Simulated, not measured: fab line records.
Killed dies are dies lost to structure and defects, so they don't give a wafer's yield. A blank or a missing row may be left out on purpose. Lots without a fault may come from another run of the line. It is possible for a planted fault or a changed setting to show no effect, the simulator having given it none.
A single fault, viewed from 2 desks | flow sky130 | only its own numbers are on each desk; what lay behind them is given at the end

## METROLOGY DESK
Lot by lot, what the gauges showed, no matter which tool ran the lot: averages of those sampled wafers that carry a number. A lot is out of limits, marked OUT, if its mean lies more than 4 standard deviations from the usual mean; the brackets give that distance.
Columns: A = LDD_HVN_TW at SKY_LDD_HVN_TW_MEAS_10, usual 1439
lot  | first seen here | A
L397 | day 20 21:47    | 1444
L398 | day 21 06:01    | 1445
L399 | day 21 15:23    | 1442
L401 | day 22 03:25    | 1438
L403 | day 23 19:11    | 1451
L407 | day 24 07:14    | 1421
L406 | day 24 10:20    | 1435
L408 | day 24 16:32    | 1437
L409 | day 25 00:20    | 1442
L410 | day 25 16:04    | 1366 (-8.2) OUT
L411 | day 25 19:52    | 1372 (-7.5) OUT
L412 | day 26 09:22    | 1440
L413 | day 26 11:07    | 1441
L415 | day 27 02:37    | 1434
This desk's finding: out of limits on L410, L411; first on L410, day 25 16:04 (LDD_HVN_TW at SKY_LDD_HVN_TW_MEAS_10). In limits: L397, L398, L399, L401, L403, L407, L406, L408, L409, L412, L413, L415.

## TOOL OWNER'S DESK, implanter-03
The tool's own readings at SKY_LDD_HVN_IMPLANT_08, given as means over the sampled wafers that have a number, one for each lot that went through this tool. A lot is out of limits, marked OUT, if its mean lies more than 4 standard deviations from the usual mean; the brackets give that distance.
Columns: A = dose ions cm2 at SKY_LDD_HVN_IMPLANT_08, usual 2.999e+13; B = end station pressure torr at SKY_LDD_HVN_IMPLANT_08, usual 5.11e-06 Torr; C = faraday current uA at SKY_LDD_HVN_IMPLANT_08, usual 169
lot  | first seen here | A                           | B        | C
L397 | day 20 21:33    | 2.999e+13                   | 5.15e-06 | 168
L403 | day 23 18:58    | 3.003e+13                   | 5.02e-06 | 167
L408 | day 24 16:20    | 2.996e+13                   | 4.64e-06 | 168
L409 | day 25 00:07    | 2.999e+13                   | 5.18e-06 | 166
L410 | day 25 15:49    | 2.546e+13 (-99 or more) OUT | 5.14e-06 | 144 (-7.2) OUT
L411 | day 25 19:37    | 2.547e+13 (-99 or more) OUT | 5.10e-06 | 144 (-7.1) OUT
This desk finds L410, L411 out of limits, L410 being first, at day 25 15:49 (dose ions cm2 at SKY_LDD_HVN_IMPLANT_08). In limits: L397, L403, L408, L409.

## PUT TOGETHER
At day 25 15:49, on L410, L411, the tool owner's desk was in a position to raise an alarm.
L410, L411 would have let the metrology desk raise an alarm at day 25 16:04.
SKY_LDD_HVN_IMPLANT_08 was run on implanter-03 by each of the lots named.

## WHAT THE SIMULATOR PUT IN
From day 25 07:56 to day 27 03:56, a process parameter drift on implanter-03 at SKY_LDD_HVN_IMPLANT_08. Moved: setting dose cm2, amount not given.
Shown lots that were struck: L410, L411.
Counting hours from when the fault started, the first reading out of limits came at 8 for the tool owner's desk and at 8 for the metrology desk.
